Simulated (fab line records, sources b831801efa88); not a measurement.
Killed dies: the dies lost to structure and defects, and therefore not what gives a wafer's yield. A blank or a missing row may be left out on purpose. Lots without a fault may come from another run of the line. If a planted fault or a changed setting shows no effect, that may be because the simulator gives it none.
The same fault as seen by 2 desks    flow sky130    numbers are kept per desk, each desk with only its own; the story behind them comes last

## FROM THE METROLOGY DESK
Lot by lot, what the gauges showed, no matter which tool ran the lot: averages of those sampled wafers that carry a number. The brackets show how far a lot's mean lies from the usual mean; more than 4 standard deviations puts the lot out of limits, marked OUT.
Columns: A = INCOMING_BOW at SKY_FIELD_ISO_BOW_MEAS_00, usual 0 um; B = NWELL_TW at SKY_NWELL_TW_MEAS_15, usual 1824; C = NWELL_RS at SKY_NWELL_RS_MEAS_29, usual 625.5 ohm/sq; D = cd_nm at SKY_VT_ADJUST_NCORE_CD_MEAS_07, usual 380.4 nm
lot   first seen here  A   B                       C                        D
L226  day 2 01:01      -3  1816                    625.0                    380.3
L228  day 2 11:00      1   1824                    623.8                    381.9
L233  day 3 12:01      3   1836                    626.7                    378.5
L234  day 3 17:00      5   3629 (+99 or more) OUT  180.2 (-99 or more) OUT  375.6
L235  day 3 22:01      -7  3636 (+99 or more) OUT  180.0 (-99 or more) OUT  382.3
L237  day 4 08:01      3   3657 (+99 or more) OUT  180.2 (-99 or more) OUT  382.0
L238  day 4 13:01      2   1819                    625.2                    376.7
L241  day 5 04:00      -4  1829                    625.9                    378.1
L242  day 5 09:00      2   1822                    621.9                    386.3
L243  day 5 14:02      3   1816                    625.6                    383.0
L246  day 6 05:00      -3  1818                    627.1                    381.3
Per this desk, out of limits: L234, L235, L237; the first was L234, day 7 06:20 (NWELL_TW at SKY_NWELL_TW_MEAS_15). L226, L228, L233, L238, L241, L242, L243, L246: within limits.

## FOR THE TOOL OWNER'S DESK: implanter-01
For each lot that ran on this tool, the mean over its sampled wafers that have a number, from the tool's own readings at SKY_NWELL_IMPLANT_11. The brackets show how far a lot's mean lies from the usual mean; more than 4 standard deviations puts the lot out of limits, marked OUT.
Columns: A = beam_on_s at SKY_NWELL_IMPLANT_11, usual 10.01 s; B = dose_ions_cm2 at SKY_NWELL_IMPLANT_11, usual 1.9002e+13; C = end_station_pressure_torr at SKY_NWELL_IMPLANT_11, usual 5.11e-06 Torr; D = faraday_current_uA at SKY_NWELL_IMPLANT_11, usual 107.0
lot   first seen here  A                        B                             C         D
L228  day 5 16:02      10.00                    1.9018e+13                    5.13e-06  107.2
L233  day 6 22:49      10.21                    1.8998e+13                    4.84e-06  104.9
L234  day 7 05:47      68.56 (+99 or more) OUT  1.7405e+14 (+99 or more) OUT  5.27e-06  143.4 (+17) OUT
L235  day 7 12:13      67.45 (+99 or more) OUT  1.7405e+14 (+99 or more) OUT  5.23e-06  145.4 (+17) OUT
L237  day 7 20:38      68.35 (+99 or more) OUT  1.7409e+14 (+99 or more) OUT  4.97e-06  143.8 (+17) OUT
Finding of this desk: L234, L235, L237 out of limits; the first was L234 at day 7 05:47, on beam_on_s at SKY_NWELL_IMPLANT_11. L228, L233: within limits.

## BROUGHT TOGETHER
The tool owner's desk had the chance to raise an alarm at day 7 05:47 on L234, L235, L237.
On L234, L235, L237, the metrology desk was in a position to raise an alarm at day 7 06:20.
The lots listed all ran SKY_NWELL_IMPLANT_11 on implanter-01.

## WHAT THE SIMULATOR PUT IN
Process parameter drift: implanter-01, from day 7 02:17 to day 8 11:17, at SKY_NWELL_IMPLANT_11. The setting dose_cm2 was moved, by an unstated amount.
Shown lots that were struck: L234, L235, L237.
Hours from the fault's start to each desk's first reading out of limits: the tool owner's desk, 4; the metrology desk, 4.
